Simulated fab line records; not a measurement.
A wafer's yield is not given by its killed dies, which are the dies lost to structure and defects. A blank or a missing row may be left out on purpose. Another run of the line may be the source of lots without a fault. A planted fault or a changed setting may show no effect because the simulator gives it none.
What tool caused it?	flow sky130	36 wafers from 12 lots sampled at 3 of the route's 708 steps

## WHAT THE GAUGES READ, wafer by wafer
SKY_LI_CONTACT_CD_MEAS_12: target cd 170 nm.
lot	measured	on	cd nm (nm)
L839	day 29 02:41	cd sem-02	169.2 170.1 169.9
L840	day 29 18:44	cd sem-02	169.8 167.8 169.5
L841	day 29 21:54	cd sem-01	172.8 170.9 171.4
L842	day 30 05:21	cd sem-02	170.9 170.6 171.5
L849	day 32 13:46	cd sem-02	134.5 135.6 133.0
L852	day 33 18:17	cd sem-01	168.0 168.6 168.9
L854	day 34 19:16	cd sem-02	170.8 169.2 170.3
L858	day 36 03:07	cd sem-02	170.8 172.2 170.3
L860	day 36 04:28	cd sem-02	172.3 171.1 172.3
L859	day 36 07:00	cd sem-01	169.6 167.8 168.6
L861	day 37 02:32	cd sem-01	172.1 170.7 172.8
L862	day 37 07:10	cd sem-02	169.7 169.1 169.1

## EACH LOT AND THE TOOL THAT RAN IT (in order: tool; ch and the chambers of the sampled wafers; start)
lot	SKY_POLY_CUT_STRIP_12	SKY_LI_CONTACT_EXPOSE_09
L839	plasma asher-03 ch 0,1, day 24 04:31	krf scanner-02 ch 0, day 28 13:41
L840	plasma asher-02 ch 0,1, day 24 23:25	krf scanner-01 ch 0, day 29 04:16
L841	plasma asher-04 ch 0,1, day 25 01:51	krf scanner-02 ch 0, day 29 06:32
L842	plasma asher-03 ch 0,1, day 25 07:34	krf scanner-02 ch 0, day 29 14:41
L849	plasma asher-04 ch 0,1, day 27 19:27	krf scanner-02 ch 0, day 31 22:29
L852	plasma asher-02 ch 0,1, day 29 00:42	krf scanner-02 ch 0, day 33 03:42
L854	plasma asher-03 ch 1, day 30 04:36	krf scanner-02 ch 0, day 34 04:43
L858	plasma asher-02 ch 0,1, day 31 13:27	krf scanner-01 ch 0, day 35 12:41
L860	plasma asher-03 ch 0,1, day 31 15:22	krf scanner-02 ch 0, day 35 15:21
L859	plasma asher-04 ch 0,1, day 31 18:22	krf scanner-02 ch 0, day 35 19:33
L861	plasma asher-03 ch 0,1, day 32 13:19	krf scanner-02 ch 0, day 36 11:30
L862	plasma asher-04 ch 0,1, day 32 18:22	krf scanner-01 ch 0, day 36 17:26
- SKY_POLY_CUT_STRIP_12: strips in O2/N2.
- SKY_LI_CONTACT_EXPOSE_09: exposes mask LICM1, target cd 170 nm.

## AS READ BY THE TOOLS THEMSELVES (means over the sampled wafers that have a number; for cases with no such wafer, the mark the record gives instead)
SKY_POLY_CUT_STRIP_12.
lot	tool	drypump motor current A (A)	o2 flow sccm (sccm)	oes product au (a.u.)	strip time to endpoint s (s)
L839	plasma asher-03	5.46	2998	0.452	5.369
L840	plasma asher-02	5.51	3001	0.455	5.368
L841	plasma asher-04	5.86	3000	0.455	5.389
L842	plasma asher-03	5.45	3000	0.453	5.366
L849	plasma asher-04	5.84	3004	0.453	5.360
L852	plasma asher-02	5.39	2998	0.451	5.383
L854	plasma asher-03	5.74	3013	0.451	5.376
L858	plasma asher-02	5.49	3003	0.450	5.370
L860	plasma asher-03	5.63	3007	0.450	5.372
L859	plasma asher-04	6.00	2993	0.453	5.371
L861	plasma asher-03	5.59	3002	0.455	5.372
L862	plasma asher-04	5.84	3000	0.456	5.349

## THE ANSWER, worked out from the rows above alone
Rule: usual is defined by the lots themselves. The widest of any qualifying gaps counts: lots, ordered by their means at a reading, are off when they make up no more than a third of the lots, leave a main group of 4 or more, and stand apart from it by 3 or more times the standard deviation of that group's means. A main group is skipped when, at the precision printed for the reading in the tables above, its means are all equal. Also off: a lot with no number at a reading for which 4 or more lots have one. All remaining lots with rows at the step are treated as sound. Order of review: gauges by route order, followed by the tools' own readings, for which a lot's mean as printed above is used. At the first step where some lot is off, the reading lying furthest off is the one used; lots without a number count as furthest.
Off: L849 (SKY_LI_CONTACT_CD_MEAS_12, cd nm). For the main group the mean is 170.3 nm and the standard deviation 1.2.
If a tool, at a process step before that reading, ran all the lots that are off and no sound lot after the first of them, it fits. The gauges at SKY_LI_CONTACT_CD_MEAS_12 are tried like those tools. Of those tried, none fits.

## WHAT WAS PUT IN BY THE SIMULATOR
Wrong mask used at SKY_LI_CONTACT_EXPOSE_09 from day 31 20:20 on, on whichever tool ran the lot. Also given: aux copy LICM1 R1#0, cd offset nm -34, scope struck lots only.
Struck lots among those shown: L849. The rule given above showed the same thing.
